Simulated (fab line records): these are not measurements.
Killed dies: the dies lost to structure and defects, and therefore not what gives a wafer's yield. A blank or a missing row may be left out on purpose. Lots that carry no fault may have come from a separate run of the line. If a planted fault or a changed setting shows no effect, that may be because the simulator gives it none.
fab line records	flow gf180mcu
[record] lots = 15	wafers = 45	last_day = 34
route steps=602 shown NWELL@52 MVSD@68 MVPSD@88 VT_IMPLANT@108
lots untouched by any fault: they come from a run of this same line in which no faults occurred
start_h: start of the lot's first displayed wafer, in hours after the record's first day	wait_h: hours elapsed since this lot's preceding step	" same as the row above	L1.1+2: several wafers, shown together as one row	- no value, or no start given	* or withheld: withheld	< > ~ a bound
route shown NAME@n: names a module that has steps shown in the file, with the first one's number in the route	usual: the fault-free wafers' mean and standard deviation	same: alike in all rows	chamber/n: place in a boat	sites: readings site by site	_std_site: their standard deviation	_edge_site: outer sites' mean less inner sites'	radius_mm: for every site, how far away it sits from the centre of the wafer	mask NAME#n: copy n	behind: the tool/chamber that last shaped the wafer	hold: cause of the lot's hold/its duration in hours/its outcome	device: whichever transistor did not switch (one of n, p or np)	end of line: tests of these same wafers at the route's end	for a step that has no rows: nothing shown but its recipe	killed: at the first sort, the dies lost to defects and structure; wafer yield is something else	map: dies across one wafer; x = killed, . = not, _ = none there
set.NAME: the run value of the setting; set.NAME@STEP: its run value at that earlier step	model.NAME: the simulator's own value behind a step, which no gauge read
one table for each step of the route and one row for each wafer, over a sample of lots
services: a tool's chamber out of use, with start hour (start_h, from the record's first day; less than 0 if before it), hours out, and reason
[[steps]]
[step GF_NWELL_STRIP_10]
[recipe] chemistry = O2/N2	power_w = 1400	pressure_mtorr = 1500	platen_temp_c = 250	o2_flow_sccm = 3000	n2_flow_sccm = 300	overash_fraction = 0.5
[usual] drypump_motor_current_A = 5.5/0.52	heater_power_w = 337/54	oes_product_au = 0.723/0.0047	strip_time_to_endpoint_s = 36.99/0.092
lot.wafer	tool	chamber	start_h	wait_h	drypump_motor_current_A	heater_power_w	oes_product_au	rf_hours_counter_h	strip_time_to_endpoint_s
L426.2	plasma_asher-01	0	57.14	0.1	5.6	418	0.721	43	36.92
L426.4	"	1	"	"	4.7	279	0.720	-	36.99
L426.6	"	0	"	"	5.7	425	0.722	-	36.89
L427.4	plasma_asher-03	0	61.12	0.1	6.1	321	0.724	-	36.97
L427.5	"	0	"	"	6.1	312	0.729	-	36.96
L427.6	"	1	"	"	5.5	353	0.734	-	37.06
L428.1	plasma_asher-01	1	66.40	0.1	4.7	277	0.719	44	36.96
L428.2	"	0	"	"	5.7	422	0.719	44	36.91
L428.6	"	0	"	"	5.7	415	0.720	-	36.95
L429.4	plasma_asher-01	0	78.23	0.1	5.7	405	0.725	-	37.05
L429.5	"	0	"	"	5.7	408	0.719	-	37.12
L429.6	"	1	"	"	4.8	279	0.727	-	37.05
L430.1	plasma_asher-03	1	81.29	0.1	5.5	343	0.718	43	36.88
L430.2	"	0	"	"	6.1	323	0.725	43	36.83
L430.3	"	0	"	"	6.1	320	0.716	-	36.93
L431.2	plasma_asher-01	1	84.89	0.1	4.8	275	0.717	46	37.11
L431.3	"	1	"	"	4.8	277	0.729	-	36.93
L431.5	"	0	"	"	5.7	417	0.719	-	36.94
L433.1	plasma_asher-03	0	97.14	0.1	6.1	318	0.727	45	36.86
L433.3	"	0	"	"	6.1	314	0.725	-	36.93
L433.5	"	0	"	"	6.1	323	0.721	-	36.89
L434.1	plasma_asher-03	0	100.65	0.1	6.1	320	0.719	45	37.02
L434.2	"	1	"	"	5.5	347	0.719	45	37.00
L434.4	"	0	"	"	6.1	317	0.724	-	36.93
L440.2	plasma_asher-03	1	132.60	0.1	5.5	356	0.714	2	37.06
L440.4	"	0	"	"	6.1	319	0.721	-	37.07
L440.5	"	1	"	"	5.5	355	0.723	-	37.01
L443.2	plasma_asher-01	0	149.90	0.1	5.7	418	0.720	53	37.01
L443.3	"	1	"	"	4.8	274	0.723	-	37.01
L443.6	"	1	"	"	4.8	268	0.721	-	37.02
L444.2	plasma_asher-03	0	154.49	0.1	6.1	326	0.723	5	37.05
L444.5	"	1	"	"	5.6	346	0.718	-	37.11
L444.6	"	0	"	"	6.1	328	0.721	-	37.12
L445.1	plasma_asher-01	1	158.89	0.1	4.7	273	0.724	55	37.05
L445.4	"	0	"	"	5.7	408	0.722	-	37.22
L445.5	"	0	"	"	5.7	416	0.720	-	37.06
L446.1	plasma_asher-01	1	164.14	0.1	4.7	274	0.727	55	36.88
L446.2	"	0	"	"	5.6	412	0.723	55	36.87
L446.6	"	1	"	"	4.7	275	0.724	-	36.86
L448.2	plasma_asher-01	1	175.19	0.1	4.7	278	0.723	56	36.96
L448.3	"	1	"	"	4.7	274	0.731	-	36.86
L448.5	"	1	"	"	4.7	280	0.736	-	36.94
L449.1	plasma_asher-03	1	180.94	0.1	5.5	348	0.722	8	36.99
L449.3	"	1	"	"	5.5	354	0.726	-	36.94
L449.6	"	0	"	"	6.1	325	0.718	-	36.88
[step GF_MVSD_COAT_02]
[recipe] spin_rpm = 2000	resist_thk_nm = 3000
lot.wafer	tool	chamber	start_h	wait_h
L426.2+4+6	litho_track-01	0	77.38	0.1
L427.4+5+6	litho_track-02	0	80.68	0.1
L428.1+2+6	litho_track-01	0	86.16	0.1
L429.4+5+6	litho_track-01	0	98.98	0.1
L430.1+2+3	litho_track-01	0	101.71	0.1
L431.2+3+5	litho_track-01	0	105.83	0.1
L433.1+3+5	litho_track-04	0	117.81	0.1
L434.1+2+4	litho_track-01	0	122.91	0.1
L440.2+4+5	litho_track-02	0	155.48	0.1
L443.2+3+6	litho_track-04	0	173.58	0.1
L444.2+5+6	litho_track-02	0	178.73	0.1
L445.1+4+5	litho_track-01	0	183.41	0.1
L446.1+2+6	litho_track-01	0	188.31	0.1
L448.2+3+5	litho_track-02	0	199.93	0.1
L449.1+3+6	litho_track-04	0	206.76	0.1
[step GF_MVSD_STRIP_10]
[recipe] chemistry = O2/N2	power_w = 1400	pressure_mtorr = 1500	platen_temp_c = 250	o2_flow_sccm = 3000	n2_flow_sccm = 300	overash_fraction = 0.5
[usual] drypump_motor_current_A = 6.0/0.35	heater_power_w = 318/29	oes_product_au = 0.723/0.0045	strip_time_to_endpoint_s = 36.97/0.11
lot.wafer	tool	chamber	start_h	wait_h	drypump_motor_current_A	heater_power_w	oes_product_au	rf_hours_counter_h	strip_time_to_endpoint_s
L426.2	plasma_asher-03	0	84.70	0.1	6.1	319	0.724	43	36.77
L426.4	"	1	"	"	5.5	359	0.731	-	36.78
L426.6	"	0	"	"	6.1	316	0.724	-	36.92
L427.4	plasma_asher-04	1	88.21	0.1	6.5	341	0.726	-	37.00
L427.5	"	1	"	"	6.5	334	0.726	-	36.89
L427.6	"	0	"	"	5.9	275	0.728	-	36.86
L428.1	plasma_asher-03	0	93.34	0.1	6.1	322	0.723	44	36.85
L428.2	"	1	"	"	5.5	340	0.726	44	36.90
L428.6	"	0	"	"	6.1	326	0.725	-	36.90
L429.4	plasma_asher-02	0	106.88	0.1	6.4	280	0.719	-	36.90
L429.5	"	1	"	"	5.6	304	0.719	-	36.91
L429.6	"	0	"	"	6.4	292	0.732	-	36.89
L430.1	plasma_asher-02	1	109.65	0.1	5.6	305	0.721	30	20.24
L430.2	"	0	"	"	6.4	284	0.713	30	20.28
L430.3	"	1	"	"	5.7	297	0.715	-	20.31
L431.2	plasma_asher-02	0	113.89	0.1	6.4	286	0.711	31	20.19
L431.3	"	1	"	"	5.7	304	0.712	-	20.15
L431.5	"	1	"	"	5.6	300	0.718	-	20.18
L433.1	plasma_asher-04	1	125.89	0.1	6.5	344	0.718	48	37.24
L433.3	"	0	"	"	5.9	276	0.727	-	37.02
L433.5	"	1	"	"	6.5	341	0.728	-	37.15
L434.1	plasma_asher-04	1	130.89	0.1	6.5	344	0.725	49	20.28
L434.2	"	0	"	"	5.9	276	0.724	49	20.27
L434.4	"	0	"	"	5.9	278	0.714	-	20.30
L440.2	plasma_asher-03	0	164.04	0.1	6.1	324	0.720	6	37.05
L440.4	"	0	"	"	6.1	318	0.724	-	36.97
L440.5	"	0	"	"	6.1	326	0.718	-	36.91
L443.2	plasma_asher-03	0	182.24	0.1	6.2	330	0.725	8	37.03
L443.3	"	1	"	"	5.5	354	0.730	-	37.05
L443.6	"	0	"	"	6.1	317	0.720	-	37.02
L444.2	plasma_asher-02	1	187.49	0.1	5.6	303	0.726	34	36.98
L444.5	"	0	"	"	6.4	296	0.722	-	36.94
L444.6	"	1	"	"	5.6	300	0.723	-	37.14
L445.1	plasma_asher-04	0	192.14	0.1	5.9	271	0.722	56	36.88
L445.4	"	1	"	"	6.5	339	0.724	-	36.92
L445.5	"	0	"	"	5.8	279	0.723	-	36.84
L446.1	plasma_asher-04	0	197.64	0.1	5.9	281	0.723	56	37.07
L446.2	"	1	"	"	6.4	348	0.722	56	37.02
L446.6	"	0	"	"	5.9	290	0.721	-	37.05
L448.2	plasma_asher-04	1	208.99	0.1	6.4	347	0.730	58	37.05
L448.3	"	1	"	"	6.4	340	0.725	-	37.00
L448.5	"	0	"	"	5.9	277	0.720	-	37.05
L449.1	plasma_asher-04	1	215.74	0.1	6.5	340	0.720	58	36.91
L449.3	"	1	"	"	6.4	345	0.717	-	36.91
L449.6	"	0	"	"	5.9	279	0.724	-	36.88
[step GF_MVPSD_STRIP_10]
[recipe] chemistry = O2/N2	power_w = 1400	pressure_mtorr = 1500	platen_temp_c = 250	o2_flow_sccm = 3000	n2_flow_sccm = 300	overash_fraction = 0.5
[usual] drypump_motor_current_A = 5.9/0.52	heater_power_w = 314/44	oes_product_au = 0.722/0.0051	strip_time_to_endpoint_s = 36.92/0.11
lot.wafer	tool	chamber	start_h	wait_h	drypump_motor_current_A	heater_power_w	oes_product_au	rf_hours_counter_h	strip_time_to_endpoint_s
L426.2	plasma_asher-02	0	98.99	0.1	6.4	293	0.728	29	36.76
L426.4	"	0	"	"	6.4	290	0.724	-	36.77
L426.6	"	0	"	"	6.4	283	0.722	-	36.85
L427.4	plasma_asher-04	0	102.72	0.1	5.9	279	0.727	-	36.85
L427.5	"	1	"	"	6.4	340	0.722	-	36.90
L427.6	"	0	"	"	5.9	276	0.716	-	36.90
L428.1	plasma_asher-01	0	108.39	0.1	5.6	418	0.713	48	37.00
L428.2	"	1	"	"	4.7	278	0.716	48	36.97
L428.6	"	0	"	"	5.7	418	0.724	-	37.01
L429.4	plasma_asher-04	1	122.03	0.1	6.4	343	0.720	-	36.93
L429.5	"	1	"	"	6.4	343	0.728	-	37.05
L429.6	"	0	"	"	5.9	271	0.720	-	36.92
L430.1	plasma_asher-04	0	124.49	0.1	5.9	274	0.719	48	36.86
L430.2	"	1	"	"	6.4	341	0.718	48	36.92
L430.3	"	1	"	"	6.4	348	0.722	-	36.91
L431.2	plasma_asher-04	0	128.94	0.1	5.9	268	0.724	49	37.10
L431.3	"	1	"	"	6.5	340	0.725	-	36.94
L431.5	"	0	"	"	5.9	278	0.720	-	37.02
L433.1	plasma_asher-01	0	140.79	0.1	5.6	417	0.728	52	36.96
L433.3	"	0	"	"	5.6	410	0.723	-	36.87
L433.5	"	1	"	"	4.7	273	0.738	-	36.96
L434.1	plasma_asher-01	0	146.84	0.1	5.6	416	0.728	53	36.76
L434.2	"	1	"	"	4.7	277	0.728	53	36.87
L434.4	"	1	"	"	4.7	277	0.727	-	36.93
L440.2	plasma_asher-01	0	180.59	0.1	5.7	424	0.716	57	36.91
L440.4	"	1	"	"	4.7	284	0.721	-	36.84
L440.5	"	0	"	"	5.6	415	0.722	-	36.80
L443.2	plasma_asher-04	0	199.74	0.1	5.8	272	0.716	57	36.70
L443.3	"	0	"	"	5.9	286	0.726	-	36.79
L443.6	"	1	"	"	6.4	343	0.723	-	36.73
L444.2	plasma_asher-04	0	205.34	0.1	5.9	276	0.725	57	37.05
L444.5	"	1	"	"	6.4	338	0.715	-	37.04
L444.6	"	0	"	"	5.9	274	0.722	-	37.11
L445.1	plasma_asher-02	0	209.74	0.1	6.4	284	0.729	37	37.06
L445.4	"	0	"	"	6.4	283	0.718	-	37.01
L445.5	"	1	"	"	5.7	307	0.722	-	37.04
L446.1	plasma_asher-04	0	215.14	0.1	5.9	279	0.732	58	36.89
L446.2	"	1	"	"	6.5	343	0.721	58	36.87
L446.6	"	0	"	"	5.9	273	0.715	-	36.91
L448.2	plasma_asher-02	0	226.79	0.1	6.4	281	0.725	39	36.85
L448.3	"	0	"	"	6.4	292	0.727	-	36.86
L448.5	"	1	"	"	5.6	311	0.719	-	36.86
L449.1	plasma_asher-01	0	233.39	0.1	5.7	409	0.724	63	36.83
L449.3	"	1	"	"	4.7	275	0.723	-	36.78
L449.6	"	0	"	"	5.7	419	0.721	-	36.91
[step GF_VT_IMPLANT_OVL_MEAS_18]
[usual] VT_IMPLANT_01_OVL = -1.0/1.3
lot.wafer	tool	chamber	start_h	wait_h	VT_IMPLANT_01_OVL[nm]
L426.2	overlay-01	-	128.96	0.1	-1.5
L426.4	"	-	"	"	-1.5
L426.6	"	-	"	"	-0.8
L427.4	overlay-02	-	131.52	0.1	-2.1
L427.5	"	-	"	"	-1.9
L427.6	"	-	"	"	-2.2
L428.1	overlay-01	-	138.05	0.1	-1.0
L428.2	"	-	"	"	-1.9
L428.6	"	-	"	"	0.2
L429.4	overlay-01	-	152.58	0.1	-2.1
L429.5	"	-	"	"	0.2
L429.6	"	-	"	"	0.9
L430.1	overlay-01	-	155.15	0.1	0.8
L430.2	"	-	"	"	-0.6
L430.3	"	-	"	"	-0.3
L431.2	overlay-01	-	159.61	0.1	-1.7
L431.3	"	-	"	"	-1.3
L431.5	"	-	"	"	-0.9
L433.1	overlay-02	-	172.51	0.1	-0.3
L433.3	"	-	"	"	-2.3
L433.5	"	-	"	"	-0.4
L434.1	overlay-02	-	178.40	0.1	-0.5
L434.2	"	-	"	"	-1.4
L434.4	"	-	"	"	-0.8
L440.2	overlay-01	-	214.46	0.1	-0.4
L440.4	"	-	"	"	1.4
L440.5	"	-	"	"	-0.5
L443.2	overlay-02	-	234.96	0.1	-0.5
L443.3	"	-	"	"	-3.8
L443.6	"	-	"	"	-0.1
L444.2	overlay-01	-	240.86	0.1	-1.2
L444.5	"	-	"	"	-2.4
L444.6	"	-	"	"	-2.2
L445.1	overlay-01	-	245.60	0.1	-1.2
L445.4	"	-	"	"	-0.4
L445.5	"	-	"	"	0.4
L446.1	overlay-02	-	251.56	0.1	-2.7
L446.2	"	-	"	"	-1.7
L446.6	"	-	"	"	-2.0
L448.2	overlay-02	-	263.51	0.1	-2.0
L448.3	"	-	"	"	-1.1
L448.5	"	-	"	"	-1.0
L449.1	overlay-02	-	271.20	0.1	-2.4
L449.3	"	-	"	"	-4.0
L449.6	"	-	"	"	-4.4
[[services]]
tool	chamber	start_h	hours	kind
plasma_asher-03	-	108.82	9.0	pm
plasma_asher-03	0	108.82	9.0	vent_cycle
plasma_asher-03	1	108.82	9.0	vent_cycle
plasma_asher-04	-	117.45	1.4	repair
plasma_asher-03	0	117.82	-	clean
plasma_asher-03	1	117.82	-	clean
plasma_asher-02	-	118.82	37.0	pm
plasma_asher-01	-	126.71	4.3	pm
plasma_asher-04	-	146.29	1.3	repair
plasma_asher-02	-	176.97	2.5	repair
plasma_asher-04	-	212.33	1.6	repair
plasma_asher-03	-	225.90	2.8	pm
[[key]]
[first_sign] step = GF_MVSD_STRIP_10	reading = strip_time_to_endpoint_s	direction = down	sigmas = 99+	usual = *	struck = *
effect none on later readings
met_at GF_MVSD_COAT_02
struck_lots L430,L431,L434
sort_left_out L430.1,L430.2,L430.3,L431.2,L431.3,L431.5,L434.1,L434.2,L434.4
tester_left_out L430,L431,L434
not_acting_at GF_NWELL_STRIP_10,GF_MVPSD_STRIP_10,GF_VT_IMPLANT_OVL_MEAS_18
onset_between 98.98 101.71
[fault] kind = process_parameter_drift	tool = litho_track-01	chamber = -	onset_h = 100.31	steps = GF_MVSD_COAT_02	channel = resist_thk_nm	offset = *	shape = step	end_h = 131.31	acts_in = *	stated = *
// tester_left_out: of these lots the tester's yield and bins aren't shown, on N5 and GAA mostly nor the transistor test; their killed dies are dies lost to structure and defects alone, not to doping, threshold or leakage, so they don't give the yield
// sort_left_out: the simulated sort isn't trusted on such a fault, so these wafers' sort isn't shown, and their yield isn't known
